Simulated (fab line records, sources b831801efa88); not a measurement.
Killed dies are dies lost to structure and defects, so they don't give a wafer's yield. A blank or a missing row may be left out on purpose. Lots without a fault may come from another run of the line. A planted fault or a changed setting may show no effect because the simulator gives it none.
fab line records | flow gf180mcu | part 2 of 2: steps 29 to 42 of 42
record lots=5 wafers=15 last_day=34
route steps=602 shown V3@449 M4@456 V4@476
lots that met no fault: from a run of the same line without faults
start_h: hours from the record's first day to the start of the lot's first wafer shown | wait_h: hours since the lot's step before | " the same as in the row above | L1.1+2: a row that stands for several wafers | - no value, or no start given | * or withheld: withheld | < > ~ a bound
route shown NAME@n: a module of which the file shows steps, and the number in the route of the first | usual: mean/standard deviation of fault-free wafers | same: alike in all rows | chamber/n: place in a boat | sites: the reading at each site | _std_site: their standard deviation | _edge_site: outer sites' mean less inner sites' | radius_mm: how far each site lies from the wafer's centre | mask NAME#n: copy n | behind: the tool/chamber that last shaped the wafer | hold: why the lot was held/for how many hours/how that ended | device: the transistor (n, p or np) that didn't switch | end of line: the same wafers' tests at the end of the route | a step without rows: its recipe alone | killed: dies lost to structure and defects at the first sort, not the wafer's yield | map: a wafer's dies, x killed, . not, _ none there
set.NAME: the setting as run; set.NAME@STEP: as run at that earlier step | model.NAME: the simulator's own value behind a step, which no gauge read
lots at some steps of the route; a table a step, a row a wafer
services: from which hour (start_h, from the record's first day; less than 0 if before it) a tool's chamber was out of use, for how many hours, and why
## steps
# step GF_V4_THK_MEAS_01
# recipe reads=SiO2_of_V4_CVD_00
# usual V4_CVD_00_THK=601/6.3
# columns lot.wafer tool chamber start_h wait_h V4_CVD_00_THK[nm]
L078.2 film_metro-02 - 581.80 0.0 605
L078.3 " - " " 599
L078.5 " - " " 598
L080.1 film_metro-04 - 592.00 0.0 605
L080.2 " - " " 604
L080.4 " - " " 603
L088.2 film_metro-02 - 648.17 0.0 587
L088.4 " - " " 591
L088.5 " - " " 588
L092.1 film_metro-04 - 673.45 0.0 608
L092.3 " - " " 603
L092.5 " - " " 606
L096.1 film_metro-04 - 704.80 0.0 605
L096.5 " - " " 607
L096.6 " - " " 602
# step GF_V4_CVD_02
# recipe material=SiO2 target_thk_nm=850 precursor=TEOS temp_c=400 time_s=94.851 rf_w=600
# usual heater_power_outer_w=428/87 heater_power_w=726/130
# columns lot.wafer tool chamber start_h wait_h heater_power_outer_w heater_power_w
L078.2 pecvd-01 0 581.85 0.0 506 876
L078.3 " 1 " " 385 740
L078.5 " 0 " " 555 970
L080.1 pecvd-02 0 592.06 0.1 407 715
L080.2 " 1 " " 462 764
L080.4 " 1 " " 503 821
L088.2 pecvd-03 1 648.22 0.0 398 686
L088.4 " 2 " " 554 807
L088.5 " 0 " " 402 656
L092.1 pecvd-02 1 673.51 0.1 535 824
L092.3 " 2 " " 323 573
L092.5 " 1 " " 547 908
L096.1 pecvd-01 0 704.86 0.1 590 984
L096.5 " 0 " " 498 896
L096.6 " 1 " " 337 651
# step GF_V4_THK_MEAS_03
# recipe reads=SiO2_of_V4_CVD_02
# usual V4_CVD_02_THK=852/11
# columns lot.wafer tool chamber start_h wait_h V4_CVD_02_THK[nm]
L078.2 film_metro-03 - 581.93 0.0 847
L078.3 " - " " 851
L078.5 " - " " 857
L080.1 film_metro-02 - 592.13 0.0 845
L080.2 " - " " 840
L080.4 " - " " 853
L088.2 film_metro-03 - 648.30 0.0 838
L088.4 " - " " 854
L088.5 " - " " 848
L092.1 film_metro-03 - 673.58 0.0 841
L092.3 " - " " 832
L092.5 " - " " 847
L096.1 film_metro-03 - 704.97 0.1 845
L096.5 " - " " 857
L096.6 " - " " 861
# step GF_V4_CMP_04
# recipe material=SiO2 down_force_psi=4 platen_rpm=60 pad_velocity_m_s=0.94248
# usual head_pressure_psi=4.001/0.0092 motor_current_A=11.7/1.4 retaining_ring_pressure_frac=1.000/0.0053 time_to_endpoint_s=81/6
# columns lot.wafer tool chamber start_h wait_h head_pressure_psi motor_current_A retaining_ring_pressure_frac time_to_endpoint_s
L078.2 cmp-01 2 582.08 0.1 4.010 12.3 0.998 80
L078.3 " 3 " " 4.006 9.1 1.001 79
L078.5 " 1 " " 4.007 13.4 0.999 81
L080.2 cmp-02 3 592.24 0.1 4.003 12.9 1.005 78
L080.4 " 0 " " 4.002 12.9 1.004 82
L080.1 " 1 " " 3.998 9.5 0.991 79
L088.4 cmp-01 0 648.46 0.1 4.000 10.8 0.993 77
L088.2 " 1 " " 4.012 13.6 1.002 71
L088.5 " 0 " " 4.019 10.1 0.993 75
L092.3 cmp-01 0 673.74 0.1 4.012 10.9 0.995 68
L092.1 " 1 " " 4.002 13.0 0.994 74
L092.5 " 3 " " 3.999 9.5 1.005 73
L096.1 cmp-01 3 705.08 0.1 4.002 9.2 1.005 76
L096.5 " 2 " " 4.004 12.8 0.999 83
L096.6 " 3 " " 3.995 9.6 0.999 85
# step GF_V4_BOW_MEAS_05
# recipe mode=bow
# usual V4_BOW=138/9.3
# columns lot.wafer tool chamber start_h wait_h V4_BOW[um]
L078.2 film_metro-02 - 582.30 0.2 144
L078.3 " - " " 139
L078.5 " - " " 142
L080.1 film_metro-02 - 592.49 0.1 128
L080.2 " - " " 128
L080.4 " - " " 134
L088.2 film_metro-04 - 648.73 0.2 129
L088.4 " - " " 130
L088.5 " - " " 136
L092.1 film_metro-04 - 673.94 0.1 140
L092.3 " - " " 132
L092.5 " - " " 141
L096.1 film_metro-03 - 705.33 0.2 144
L096.5 " - " " 151
L096.6 " - " " 145
# step GF_V4_DEHYDRATE_06
# recipe temp_c=200 time_s=60
# columns lot.wafer tool chamber start_h wait_h
L078.2+3+5 litho_track-04 0 592.67 10.4
L080.1+2+4 litho_track-01 0 602.54 10.0
L088.2+4+5 litho_track-04 0 658.57 9.8
L092.1+3+5 litho_track-01 0 683.64 9.7
L096.1+5+6 litho_track-04 0 713.80 8.4
# step GF_V4_HMDS_07
# recipe prime_time_s=60 prime_temp_c=120
# columns lot.wafer tool chamber start_h wait_h
L078.2+3+5 litho_track-04 0 592.82 0.1
L080.1+2+4 litho_track-01 0 602.69 0.1
L088.2+4+5 litho_track-04 0 658.72 0.1
L092.1+3+5 litho_track-01 0 683.79 0.1
L096.1+5+6 litho_track-04 0 713.95 0.1
# step GF_V4_COAT_08
# recipe resist=BARC temp_c=withheld time_s=withheld spin_rpm=withheld resist_thk_nm=withheld
# columns lot.wafer tool chamber start_h wait_h
L078.2+3+5 litho_track-04 0 592.97 0.1
L080.1+2+4 litho_track-01 0 602.84 0.1
L088.2+4+5 litho_track-04 0 658.87 0.1
L092.1+3+5 litho_track-01 0 683.94 0.1
L096.1+5+6 litho_track-04 0 714.10 0.1
# step GF_V4_COAT_09
# recipe resist=KrF spin_rpm=withheld resist_thk_nm=1000
# columns lot.wafer tool chamber start_h wait_h
L078.2+3+5 litho_track-04 0 - -
L080.1+2+4 litho_track-01 0 - -
L088.2+4+5 litho_track-04 0 - -
L092.1+3+5 litho_track-01 0 - -
L096.1+5+6 litho_track-04 0 - -
# step GF_V4_SOFTBAKE_10
# recipe temp_c=130 time_s=60 resist=KrF
# columns lot.wafer tool chamber start_h wait_h
L078.2+3+5 litho_track-04 0 - -
L080.1+2+4 litho_track-01 0 - -
L088.2+4+5 litho_track-04 0 - -
L092.1+3+5 litho_track-01 0 - -
L096.1+5+6 litho_track-04 0 - -
# step GF_V4_EXPOSE_11
# recipe mask_id=Via4 target_cd_nm=260 na=0.68 source_shape=conventional sigma_outer=0.6 dose_mj=38
# columns lot.wafer tool chamber start_h wait_h mask
L078.2+3+5 krf_scanner-01 0 - - Via4#0
L080.1+2+4 krf_scanner-01 0 - - Via4#0
L088.2+4+5 krf_scanner-02 0 - - Via4#0
L092.1+3+5 krf_scanner-02 0 - - Via4#0
L096.1+5+6 krf_scanner-01 0 - - Via4#0
# step GF_V4_PEB_12
# recipe peb_temp_c=135 peb_time_s=90 resist=KrF
# columns lot.wafer tool chamber start_h wait_h
L078.2+3+5 litho_track-01 0 - -
L080.1+2+4 litho_track-03 0 - -
L088.2+4+5 litho_track-03 0 - -
L092.1+3+5 litho_track-04 0 - -
L096.1+5+6 litho_track-04 0 - -
# step GF_V4_DEVELOP_13
# recipe develop_time_s=60 resist=KrF dev_temp_c=21
# columns lot.wafer tool chamber start_h wait_h
L078.2+3+5 litho_track-01 0 603.82 0.2
L080.1+2+4 litho_track-03 0 613.39 0.2
L088.2+4+5 litho_track-03 0 668.42 0.2
L092.1+3+5 litho_track-04 0 693.20 0.2
L096.1+5+6 litho_track-04 0 723.95 0.2
# step GF_V4_CD_MEAS_14
# recipe target_cd_nm=260
# usual cd_nm=260.0/1.3
# columns lot.wafer tool chamber start_h wait_h cd_nm
L078.2 cd_sem-02 - 603.96 0.1 258.3
L078.3 " - " " 259.1
L078.5 " - " " 258.9
L080.1 cd_sem-01 - 613.54 0.1 257.6
L080.2 " - " " 256.9
L080.4 " - " " 257.7
L088.2 cd_sem-01 - 668.56 0.1 259.8
L088.4 " - " " 260.7
L088.5 " - " " 260.3
L092.1 cd_sem-02 - 693.35 0.1 259.2
L092.3 " - " " 258.4
L092.5 " - " " 259.7
L096.1 cd_sem-01 - 724.10 0.1 258.6
L096.5 " - " " 260.1
L096.6 " - " " 260.4
## services
# columns tool chamber start_h hours kind
hdpcvd-01 - 539.25 15.0 pm
pvd_sputter-04 - 541.11 5.5 repair
krf_scanner-01 - 541.44 4.0 pm
cmp-01 - 541.67 2.8 pm
krf_scanner-01 - 545.46 0.8 pm
krf_scanner-01 - 546.21 3.6 pm
pvd_sputter-01 - 549.52 6.7 repair
hdpcvd-01 - 554.60 14.6 pm
krf_scanner-01 - 559.95 15.8 repair
krf_scanner-01 - 561.21 0.9 repair
cmp-01 - 568.99 2.1 repair
cmp-01 - 574.26 3.1 repair
pvd_sputter-01 - 608.43 2.7 repair
cmp-01 - 621.67 1.8 repair
krf_scanner-01 - 631.00 1.0 pm
pvd_sputter-01 - 631.50 1.1 repair
krf_scanner-01 - 644.58 0.2 repair
pvd_sputter-03 - 651.00 1.5 repair
krf_scanner-01 - 695.15 2.2 repair
krf_scanner-01 - 701.53 1.3 pm
krf_scanner-01 - 711.65 0.8 pm
krf_scanner-01 - 715.30 1.6 repair
pvd_sputter-01 - 716.54 3.5 repair
pvd_sputter-03 - 718.63 0.9 repair
